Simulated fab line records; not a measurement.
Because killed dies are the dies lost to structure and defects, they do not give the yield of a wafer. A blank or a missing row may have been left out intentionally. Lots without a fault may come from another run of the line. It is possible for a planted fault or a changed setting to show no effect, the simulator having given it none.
fab line records	flow sky130	part 1 of 2: steps 1 to 31 of 41
record: lots: 5	wafers: 15	last-day: 50
route steps=708 shown VIA4@644 METAL5@661 PASSIVATION@681
lots that met no fault: taken from a fault-free run of the same line
start-h: start of the lot's first displayed wafer, in hours after the record's first day	wait-h: time in hours since the lot's previous step	" identical to the entry in the row above	L1.1+2: a row that stands for several wafers	- either no value or no given start	* or withheld: withheld	< > ~ a bound
route shown NAME@n: names a module that has steps shown in the file, with the first one's number in the route	usual: average and standard deviation across the fault-free wafers	same: alike in all rows	chamber/n: place in a boat	sites: readings site by site	_std_site: standard deviation across them	_edge_site: outer sites' mean less inner sites'	radius-mm: how far each site lies from the wafer's centre	mask NAME#n: copy n	behind: the last tool/chamber to shape the wafer	hold: why the lot was held/for how many hours/how that ended	device: whichever transistor did not switch (one of n, p or np)	end of line: tests of these same wafers at the route's end	a step without rows: its recipe alone	killed: dies that structure and defects cost at the first sort, which is not the same as the wafer's yield	map: shows each die of a wafer: x if killed, . if not, _ if none is there
set.NAME: the setting that was run; set.NAME@STEP: the one run at that earlier step	model.NAME: the simulator's own value behind a step, which no gauge read
lots at some steps of the route; a table a step, a row a wafer
services: the hour from which a tool's chamber was out of use, counted from the record's first day as start-h (under 0 if before that day), plus the number of hours and why
== steps ==
step: SKY_VIA4_HMDS_05
recipe: prime-time-s: 60	prime-temp-c: 120
lot.wafer	tool	chamber	start-h	wait-h
L076.1+2+5	litho-track-01	0	1005.21	0.1
L079.1+4+5	litho-track-02	0	1033.43	0.1
L081.4+5+6	litho-track-02	0	1047.41	0.1
L086.3+4+5	litho-track-03	0	1072.87	0.1
L096.1+3+5	litho-track-01	0	1127.52	0.1
step: SKY_VIA4_COAT_06
recipe: resist: NOVOLAK	spin-rpm: 3000	resist-thk-nm: 1140
lot.wafer	tool	chamber	start-h	wait-h
L076.1+2+5	litho-track-01	0	1005.36	0.1
L079.1+4+5	litho-track-02	0	1033.58	0.1
L081.4+5+6	litho-track-02	0	1047.56	0.1
L086.3+4+5	litho-track-03	0	1073.02	0.1
L096.1+3+5	litho-track-01	0	1127.67	0.1
step: SKY_VIA4_SOFTBAKE_07
recipe: temp-c: 90	time-s: 60	resist: NOVOLAK
lot.wafer	tool	chamber	start-h	wait-h
L076.1+2+5	litho-track-01	0	1005.51	0.1
L079.1+4+5	litho-track-02	0	1033.73	0.1
L081.4+5+6	litho-track-02	0	1047.71	0.1
L086.3+4+5	litho-track-03	0	1073.17	0.1
L096.1+3+5	litho-track-01	0	1127.82	0.1
step: SKY_VIA4_EXPOSE_08
recipe: mask-id: VIM4	na: 0.6	source-shape: conventional	sigma-outer: 0.6	polarization: unpolarized	target-cd-nm: 800	dose-mj: 132
lot.wafer	tool	chamber	start-h	wait-h	mask
L076.1+2+5	iline-stepper-01	0	-	-	VIM4#0
L079.1+4+5	iline-stepper-01	0	-	-	VIM4#0
L081.4+5+6	iline-stepper-02	0	-	-	VIM4#0
L086.3+4+5	iline-stepper-01	0	-	-	VIM4#0
L096.1+3+5	iline-stepper-01	0	-	-	VIM4#0
step: SKY_VIA4_PEB_09
recipe: temp-c: withheld	time-s: *	resist: NOVOLAK
lot.wafer	tool	chamber	start-h	wait-h
L076.1+2+5	litho-track-02	0	-	-
L079.1+4+5	litho-track-03	0	-	-
L081.4+5+6	litho-track-02	0	-	-
L086.3+4+5	litho-track-01	0	-	-
L096.1+3+5	litho-track-02	0	-	-
step: SKY_VIA4_DEVELOP_10
recipe: resist: NOVOLAK	developer: TMAH	develop-time-s: 60	dev-temp-c: 23
lot.wafer	tool	chamber	start-h	wait-h
L076.1+2+5	litho-track-02	0	1016.08	0.1
L079.1+4+5	litho-track-03	0	1044.72	0.1
L081.4+5+6	litho-track-02	0	1058.61	0.1
L086.3+4+5	litho-track-01	0	1083.27	0.1
L096.1+3+5	litho-track-02	0	1137.83	0.1
step: SKY_VIA4_OVL_MEAS_11
usual: VIA4_OVL: -0.6/1.6
lot.wafer	tool	chamber	start-h	wait-h	VIA4_OVL[nm]
L076.1	overlay-02	-	1016.23	0.1	-1.1
L076.2	"	-	"	"	-0.8
L076.5	"	-	"	"	-0.6
L079.1	overlay-01	-	1044.87	0.1	-3.3
L079.4	"	-	"	"	-2.2
L079.5	"	-	"	"	-3.4
L081.4	overlay-02	-	1058.70	0.1	-0.2
L081.5	"	-	"	"	1.6
L081.6	"	-	"	"	1.5
L086.3	overlay-01	-	1083.38	0.1	-0.9
L086.4	"	-	"	"	-0.1
L086.5	"	-	"	"	-0.4
L096.1	overlay-02	-	1137.98	0.1	0.2
L096.3	"	-	"	"	-3.5
L096.5	"	-	"	"	-3.1
step: SKY_VIA4_ETCH_12
recipe: target: SiO2	chemistry: C4F8/O2/Ar	stop-on: TiN	mask-material: NOVOLAK	source-w: 1500	bias-w: 1200	pressure-mtorr: 40	c4f8-flow-sccm: withheld	O2_flow_sccm: 6	Ar_flow_sccm: 300	time-s: withheld	target-depth-a: 5800
usual: oes-product-au: 0.926/0.0045
lot.wafer	tool	chamber	start-h	wait-h	oes-product-au
L076.1	rie-diel-01	2	1016.27	0.0	0.925
L076.2	"	0	"	"	0.928
L076.5	"	0	"	"	0.933
L079.1	rie-diel-04	1	1044.91	0.0	0.927
L079.4	"	2	"	"	0.929
L079.5	"	1	"	"	0.925
L081.4	rie-diel-04	2	1058.72	0.0	0.926
L081.5	"	2	"	"	0.921
L081.6	"	3	"	"	0.930
L086.3	rie-diel-03	1	1083.40	0.0	0.927
L086.4	"	0	"	"	0.928
L086.5	"	3	"	"	0.929
L096.1	rie-diel-01	2	1138.02	0.0	0.937
L096.3	"	3	"	"	0.933
L096.5	"	1	"	"	0.926
step: SKY_VIA4_STRIP_13
recipe: chemistry: O2/N2	power-w: 1400	pressure-mtorr: 1500	platen-temp-c: withheld	o2-flow-sccm: 3000	n2-flow-sccm: 300	overash-fraction: 0.5
usual: drypump-motor-current-A: 5.5/0.4	oes-product-au: 0.709/0.0049	strip-time-to-endpoint-s: 12.84/0.045
lot.wafer	tool	chamber	start-h	wait-h	drypump-motor-current-A	oes-product-au	rf-hours-counter-h	strip-time-to-endpoint-s
L076.1	plasma-asher-01	1	1016.34	-	5.4	0.710	88	12.81
L076.2	"	0	"	"	6.6	0.707	88	12.81
L076.5	"	0	"	"	6.6	0.705	-	12.83
L079.1	plasma-asher-02	0	1044.98	-	5.5	0.711	62	12.93
L079.4	"	0	"	"	5.5	0.701	-	12.94
L079.5	"	0	"	"	5.5	0.712	-	12.92
L081.4	plasma-asher-02	0	1058.82	-	5.5	0.713	-	12.85
L081.5	"	1	"	"	5.4	0.712	-	12.79
L081.6	"	0	"	"	5.5	0.717	-	12.82
L086.3	plasma-asher-04	0	1083.51	-	5.3	0.702	-	12.92
L086.4	"	1	"	"	5.3	0.707	-	12.88
L086.5	"	0	"	"	5.3	0.708	-	12.85
L096.1	plasma-asher-04	0	1138.09	-	5.3	0.705	39	12.90
L096.3	"	0	"	"	5.3	0.704	-	12.87
L096.5	"	0	"	"	5.3	0.711	-	12.86
step: SKY_VIA4_STRIP_14
recipe: chemistry: post-etch-residue-remover	time-s: 1200	temp-c: 72.5
lot.wafer	tool	chamber	start-h	wait-h
L076.1+2+5	wet-bench-01	2	1016.44	0.1
L079.1+4+5	wet-bench-01	0	1045.08	0.1
L081.4+5+6	wet-bench-01	2	1058.89	0.0
L086.3+4+5	wet-bench-01	2	1083.58	0.0
L096.1+3+5	wet-bench-02	2	1138.19	0.1
step: SKY_VIA4_CLEAN_15
recipe: chemistry: IPA	time-s: 180	temp-c: 25
lot.wafer	tool	chamber	start-h	wait-h
L076.1+2+5	wet-bench-02	1	1016.81	0.0
L079.1+4+5	wet-bench-02	2	1045.42	0.0
L081.4+5+6	wet-bench-01	3	1059.23	0.0
L086.3+4+5	wet-bench-02	3	1083.96	0.0
L096.1+3+5	wet-bench-01	0	1138.63	0.1
step: SKY_VIA4_CLEAN_16
recipe: chemistry: O3/DIW	dry: n2-spin
lot.wafer	tool	chamber	start-h	wait-h
L076.1+2+5	wet-bench-01	1	1016.87	0.0
L079.1+4+5	wet-bench-01	2	1045.48	0.0
L081.4+5+6	wet-bench-01	3	1059.29	0.0
L086.3+4+5	wet-bench-04	1	1084.01	0.0
L096.1+3+5	wet-bench-01	2	1138.75	0.1
step: SKY_VIA4_SPUTTER_17
recipe: material: TiN	target-thk-nm: 20	chamber-pressure-pa: 5	power-w: 4000	time-s: 80
usual: throttle-valve-pct: 30.2/1.1
lot.wafer	tool	chamber	start-h	wait-h	throttle-valve-pct
L076.1	pvd-sputter-02	-	1016.97	0.0	31.2
L076.2	"	-	"	"	28.8
L076.5	"	-	"	"	29.4
L079.1	pvd-sputter-02	-	1045.57	0.0	31.3
L079.4	"	-	"	"	29.2
L079.5	"	-	"	"	31.6
L081.4	pvd-sputter-02	-	1059.38	0.0	31.1
L081.5	"	-	"	"	29.3
L081.6	"	-	"	"	31.6
L086.3	pvd-sputter-02	-	1084.11	0.0	30.8
L086.4	"	-	"	"	29.3
L086.5	"	-	"	"	29.5
L096.1	pvd-sputter-02	-	1138.84	0.0	28.6
L096.3	"	-	"	"	31.0
L096.5	"	-	"	"	29.5
step: SKY_VIA4_CVD_18
recipe: material: W	target-thk-nm: 505	time-s: 152.14	temp-c: 400	pressure-torr: 40
usual: chamber-pressure-Torr: 40.00/0.087	heater-power-w: 867/87
lot.wafer	tool	chamber	start-h	wait-h	chamber-pressure-Torr	heater-power-w
L076.1	cvd-w-02	0	1017.03	0.0	40.06	833
L076.2	"	1	"	"	39.90	1034
L076.5	"	0	"	"	39.97	839
L079.1	cvd-w-01	1	1045.63	0.0	39.93	797
L079.4	"	1	"	"	40.00	807
L079.5	"	1	"	"	40.13	792
L081.4	cvd-w-01	0	1059.49	0.1	39.97	825
L081.5	"	1	"	"	40.01	806
L081.6	"	0	"	"	39.98	840
L086.3	cvd-w-02	0	1084.22	0.1	39.89	830
L086.4	"	1	"	"	40.22	1018
L086.5	"	0	"	"	40.00	821
L096.1	cvd-w-02	0	1138.90	0.0	39.82	819
L096.3	"	1	"	"	40.11	1015
L096.5	"	1	"	"	40.04	997
step: SKY_VIA4_RS_MEAS_19
recipe: thk-meas-gauge: four-point-probe	reads: W_of_VIA4_CVD_18+TiN_of_VIA4_SPUTTER_17
usual: VIA4_W_RS: 0.2270/0.0026
lot.wafer	tool	chamber	start-h	wait-h	VIA4_W_RS[ohm/sq]
L076.1	film-metro-04	-	1017.18	0.1	0.2235
L076.2	"	-	"	"	0.2260
L076.5	"	-	"	"	0.2283
L079.1	film-metro-04	-	1045.78	0.1	0.2272
L079.4	"	-	"	"	0.2274
L079.5	"	-	"	"	0.2254
L081.4	film-metro-02	-	1059.66	0.1	0.2268
L081.5	"	-	"	"	0.2213
L081.6	"	-	"	"	0.2267
L086.3	film-metro-01	-	1084.36	0.1	0.2264
L086.4	"	-	"	"	0.2311
L086.5	"	-	"	"	0.2251
L096.1	film-metro-04	-	1139.05	0.1	0.2246
L096.3	"	-	"	"	0.2284
L096.5	"	-	"	"	0.2296
step: SKY_VIA4_THK_MEAS_20
recipe: thk-meas-gauge: xrf	reads: W_of_VIA4_CVD_18
usual: VIA4_W_THK: 497/6.9
lot.wafer	tool	chamber	start-h	wait-h	VIA4_W_THK[nm]
L076.1	film-metro-04	-	1017.30	0.1	498
L076.2	"	-	"	"	498
L076.5	"	-	"	"	490
L079.1	film-metro-04	-	1045.90	0.1	490
L079.4	"	-	"	"	490
L079.5	"	-	"	"	494
L081.4	film-metro-02	-	1059.75	0.1	499
L081.5	"	-	"	"	511
L081.6	"	-	"	"	500
L086.3	film-metro-01	-	1084.46	0.1	502
L086.4	"	-	"	"	495
L086.5	"	-	"	"	509
L096.1	film-metro-04	-	1139.17	0.1	498
L096.3	"	-	"	"	487
L096.5	"	-	"	"	488
step: SKY_VIA4_CMP_21
recipe: stop-on: SiO2	t-overpolish-s: 25	down-force-psi: 3.5	platen-rpm: 60	target-thk-nm: 0	pad-velocity-m-s: 0.94248
usual: motor-current-A: 10.5/0.79	overpolish-run-s: 24.999/0.009	platen-rpm: 60.00/0.042	time-to-endpoint-s: 126/5.1
lot.wafer	tool	chamber	start-h	wait-h	motor-current-A	overpolish-run-s	platen-rpm	time-to-endpoint-s
L076.1	cmp-02	2	1017.56	0.2	10.9	25.013	59.98	129
L076.2	"	3	"	"	9.9	25.007	59.99	132
L076.5	"	0	"	"	9.7	25.005	60.02	119
L079.4	cmp-01	2	1046.01	0.1	9.9	24.990	59.97	131
L079.1	"	3	"	"	11.3	25.008	60.01	127
L079.5	"	2	"	"	10.6	24.975	60.00	126
L081.4	cmp-02	3	1060.26	0.5	10.9	25.002	60.04	134
L081.6	"	1	"	"	11.5	24.995	59.97	133
L081.5	"	2	"	"	11.2	25.008	59.97	128
L086.4	cmp-01	2	1084.55	0.1	9.5	24.995	59.97	122
L086.3	"	3	"	"	10.7	25.007	60.02	124
L086.5	"	2	"	"	9.7	24.990	59.98	128
L096.1	cmp-02	0	1139.33	0.1	9.4	24.999	59.89	122
L096.3	"	1	"	"	11.1	25.008	60.01	130
L096.5	"	3	"	"	10.2	24.994	59.97	129
step: SKY_METAL5_SPUTTER_00
recipe: material: Ti	target-thk-nm: 15	power-w: 3000	time-s: 10	chamber-pressure-pa: 0.4
usual: throttle-valve-pct: 30.2/1.1
lot.wafer	tool	chamber	start-h	wait-h	throttle-valve-pct
L076.1	pvd-sputter-03	-	1017.76	0.1	29.2
L076.2	"	-	"	"	29.7
L076.5	"	-	"	"	31.4
L079.1	pvd-sputter-04	-	1046.26	0.1	29.0
L079.4	"	-	"	"	31.3
L079.5	"	-	"	"	31.3
L081.4	pvd-sputter-04	-	1060.47	0.2	31.6
L081.5	"	-	"	"	29.0
L081.6	"	-	"	"	31.1
L086.3	pvd-sputter-01	-	1084.80	0.1	31.4
L086.4	"	-	"	"	28.6
L086.5	"	-	"	"	29.8
L096.1	pvd-sputter-03	-	1139.58	0.2	30.4
L096.3	"	-	"	"	29.1
L096.5	"	-	"	"	29.7
step: SKY_METAL5_SPUTTER_01
recipe: material: TiN	target-thk-nm: 20	power-w: 6500	time-s: 16.7	chamber-pressure-pa: 0.4
usual: throttle-valve-pct: 30.2/1.1
lot.wafer	tool	chamber	start-h	wait-h	throttle-valve-pct
L076.1	pvd-sputter-03	-	1017.78	0.0	29.0
L076.2	"	-	"	"	29.6
L076.5	"	-	"	"	31.4
L079.1	pvd-sputter-04	-	1046.29	0.0	29.0
L079.4	"	-	"	"	31.2
L079.5	"	-	"	"	31.1
L081.4	pvd-sputter-04	-	1060.50	0.0	32.0
L081.5	"	-	"	"	29.1
L081.6	"	-	"	"	31.5
L086.3	pvd-sputter-01	-	1084.82	0.0	31.0
L086.4	"	-	"	"	28.7
L086.5	"	-	"	"	29.7
L096.1	pvd-sputter-03	-	1139.60	0.0	30.2
L096.3	"	-	"	"	28.9
L096.5	"	-	"	"	29.8
step: SKY_METAL5_SPUTTER_02
recipe: material: AlCu	target-thk-nm: 1150	power-w: 10600	time-s: 61.2	chamber-pressure-pa: 0.4
usual: throttle-valve-pct: 30.2/1.1
lot.wafer	tool	chamber	start-h	wait-h	throttle-valve-pct
L076.1	pvd-sputter-03	-	1017.81	0.0	29.0
L076.2	"	-	"	"	29.6
L076.5	"	-	"	"	31.0
L079.1	pvd-sputter-04	-	1046.31	0.0	28.7
L079.4	"	-	"	"	31.2
L079.5	"	-	"	"	31.3
L081.4	pvd-sputter-04	-	1060.53	0.0	31.9
L081.5	"	-	"	"	29.0
L081.6	"	-	"	"	31.5
L086.3	pvd-sputter-01	-	1084.85	0.0	31.0
L086.4	"	-	"	"	28.8
L086.5	"	-	"	"	29.4
L096.1	pvd-sputter-03	-	1139.62	0.0	30.1
L096.3	"	-	"	"	29.2
L096.5	"	-	"	"	29.6
step: SKY_METAL5_SPUTTER_03
recipe: material: Ti	target-thk-nm: 5	power-w: 3000	time-s: 3.3	chamber-pressure-pa: 0.4
usual: throttle-valve-pct: 30.2/1.1
lot.wafer	tool	chamber	start-h	wait-h	throttle-valve-pct
L076.1	pvd-sputter-03	-	1017.86	0.0	29.2
L076.2	"	-	"	"	29.7
L076.5	"	-	"	"	31.0
L079.1	pvd-sputter-04	-	1046.36	0.0	29.0
L079.4	"	-	"	"	31.1
L079.5	"	-	"	"	31.4
L081.4	pvd-sputter-04	-	1060.57	0.0	32.1
L081.5	"	-	"	"	29.0
L081.6	"	-	"	"	31.1
L086.3	pvd-sputter-01	-	1084.90	0.0	31.4
L086.4	"	-	"	"	28.9
L086.5	"	-	"	"	29.8
L096.1	pvd-sputter-03	-	1139.67	0.0	30.1
L096.3	"	-	"	"	29.1
L096.5	"	-	"	"	29.7
step: SKY_METAL5_SPUTTER_04
recipe: material: TiN	target-thk-nm: 70	power-w: 6500	time-s: 58.3	chamber-pressure-pa: 0.4
usual: throttle-valve-pct: 30.2/1.1
lot.wafer	tool	chamber	start-h	wait-h	throttle-valve-pct
L076.1	pvd-sputter-03	-	1017.87	0.0	29.1
L076.2	"	-	"	"	29.7
L076.5	"	-	"	"	31.4
L079.1	pvd-sputter-04	-	1046.38	0.0	29.3
L079.4	"	-	"	"	31.4
L079.5	"	-	"	"	31.2
L081.4	pvd-sputter-04	-	1060.60	0.0	32.0
L081.5	"	-	"	"	29.2
L081.6	"	-	"	"	31.4
L086.3	pvd-sputter-01	-	1084.92	0.0	31.0
L086.4	"	-	"	"	28.8
L086.5	"	-	"	"	29.6
L096.1	pvd-sputter-03	-	1139.69	0.0	30.3
L096.3	"	-	"	"	29.1
L096.5	"	-	"	"	29.5
step: SKY_METAL5_RS_MEAS_05
recipe: thk-meas-gauge: four-point-probe	reads: TiN_of_METAL5_SPUTTER_04+Ti_of_METAL5_SPUTTER_03+AlCu_of_METAL5_SPUTTER_02+TiN_of_METAL5_SPUTTER_01+Ti_of_METAL5_SPUTTER_00
usual: METAL5_ALCU_RS: 0.0272/0.00045
lot.wafer	tool	chamber	start-h	wait-h	METAL5_ALCU_RS[ohm/sq]
L076.1	film-metro-02	-	1017.92	0.0	0.0264
L076.2	"	-	"	"	0.0276
L076.5	"	-	"	"	0.0268
L079.1	film-metro-03	-	1046.43	0.0	0.0273
L079.4	"	-	"	"	0.0271
L079.5	"	-	"	"	0.0270
L081.4	film-metro-03	-	1060.69	0.1	0.0271
L081.5	"	-	"	"	0.0275
L081.6	"	-	"	"	0.0272
L086.3	film-metro-01	-	1085.01	0.1	0.0269
L086.4	"	-	"	"	0.0268
L086.5	"	-	"	"	0.0268
L096.1	film-metro-02	-	1139.74	0.0	0.0272
L096.3	"	-	"	"	0.0268
L096.5	"	-	"	"	0.0280
step: SKY_METAL5_THK_MEAS_06
recipe: thk-meas-gauge: xrf	reads: AlCu_of_METAL5_SPUTTER_02
usual: METAL5_ALCU_THK: 1139/22
lot.wafer	tool	chamber	start-h	wait-h	METAL5_ALCU_THK[nm]
L076.1	film-metro-02	-	1018.04	0.1	1172
L076.2	"	-	"	"	1120
L076.5	"	-	"	"	1155
L079.1	film-metro-03	-	1046.55	0.1	1131
L079.4	"	-	"	"	1127
L079.5	"	-	"	"	1134
L081.4	film-metro-03	-	1060.78	0.1	1130
L081.5	"	-	"	"	1105
L081.6	"	-	"	"	1117
L086.3	film-metro-01	-	1085.11	0.1	1149
L086.4	"	-	"	"	1149
L086.5	"	-	"	"	1155
L096.1	film-metro-02	-	1139.86	0.1	1135
L096.3	"	-	"	"	1156
L096.5	"	-	"	"	1102
step: SKY_METAL5_DEHYDRATE_07
recipe: temp-c: 200	time-s: 60
lot.wafer	tool	chamber	start-h	wait-h
L076.1+2+5	litho-track-04	0	1029.17	11.1
L079.1+4+5	litho-track-02	0	1056.83	10.3
L081.4+5+6	litho-track-02	0	1070.71	9.9
L086.3+4+5	litho-track-04	0	1094.52	9.4
L096.1+3+5	litho-track-03	0	1148.47	8.6
step: SKY_METAL5_HMDS_08
recipe: prime-time-s: 60	prime-temp-c: 120
lot.wafer	tool	chamber	start-h	wait-h
L076.1+2+5	litho-track-04	0	1029.32	0.1
L079.1+4+5	litho-track-02	0	1056.98	0.1
L081.4+5+6	litho-track-02	0	1070.86	0.1
L086.3+4+5	litho-track-04	0	1094.67	0.1
L096.1+3+5	litho-track-03	0	1148.62	0.1
step: SKY_METAL5_COAT_09
recipe: resist: NOVOLAK	spin-rpm: 3000	resist-thk-nm: 1800
lot.wafer	tool	chamber	start-h	wait-h
L076.1+2+5	litho-track-04	0	1029.47	0.1
L079.1+4+5	litho-track-02	0	1057.13	0.1
L081.4+5+6	litho-track-02	0	1071.01	0.1
L086.3+4+5	litho-track-04	0	1094.82	0.1
L096.1+3+5	litho-track-03	0	1148.77	0.1
step: SKY_METAL5_SOFTBAKE_10
recipe: temp-c: 90	time-s: 60	resist: NOVOLAK
lot.wafer	tool	chamber	start-h	wait-h
L076.1+2+5	litho-track-04	0	1029.62	0.1
L079.1+4+5	litho-track-02	0	1057.28	0.1
L081.4+5+6	litho-track-02	0	1071.16	0.1
L086.3+4+5	litho-track-04	0	1094.97	0.1
L096.1+3+5	litho-track-03	0	1148.92	0.1
step: SKY_METAL5_EXPOSE_11
recipe: mask-id: MM5	na: 0.6	source-shape: conventional	sigma-outer: 0.6	polarization: unpolarized	target-cd-nm: 1600	dose-mj: 190
lot.wafer	tool	chamber	start-h	wait-h	mask
L076.1+2+5	iline-stepper-01	0	-	-	MM5#0
L079.1+4+5	iline-stepper-02	0	-	-	MM5#0
L081.4+5+6	iline-stepper-02	0	-	-	MM5#0
L086.3+4+5	iline-stepper-01	0	-	-	MM5#0
L096.1+3+5	iline-stepper-02	0	-	-	MM5#0
step: SKY_METAL5_PEB_12
recipe: temp-c: withheld	time-s: *	resist: NOVOLAK
lot.wafer	tool	chamber	start-h	wait-h
L076.1+2+5	litho-track-03	0	-	-
L079.1+4+5	litho-track-04	0	-	-
L081.4+5+6	litho-track-04	0	-	-
L086.3+4+5	litho-track-03	0	-	-
L096.1+3+5	litho-track-02	0	-	-
step: SKY_METAL5_DEVELOP_13
recipe: resist: NOVOLAK	developer: TMAH	develop-time-s: 60	dev-temp-c: 23
lot.wafer	tool	chamber	start-h	wait-h
L076.1+2+5	litho-track-03	0	1041.07	0.1
L079.1+4+5	litho-track-04	0	1068.07	0.1
L081.4+5+6	litho-track-04	0	1081.44	0.1
L086.3+4+5	litho-track-03	0	1105.02	0.1
L096.1+3+5	litho-track-02	0	1157.43	0.1
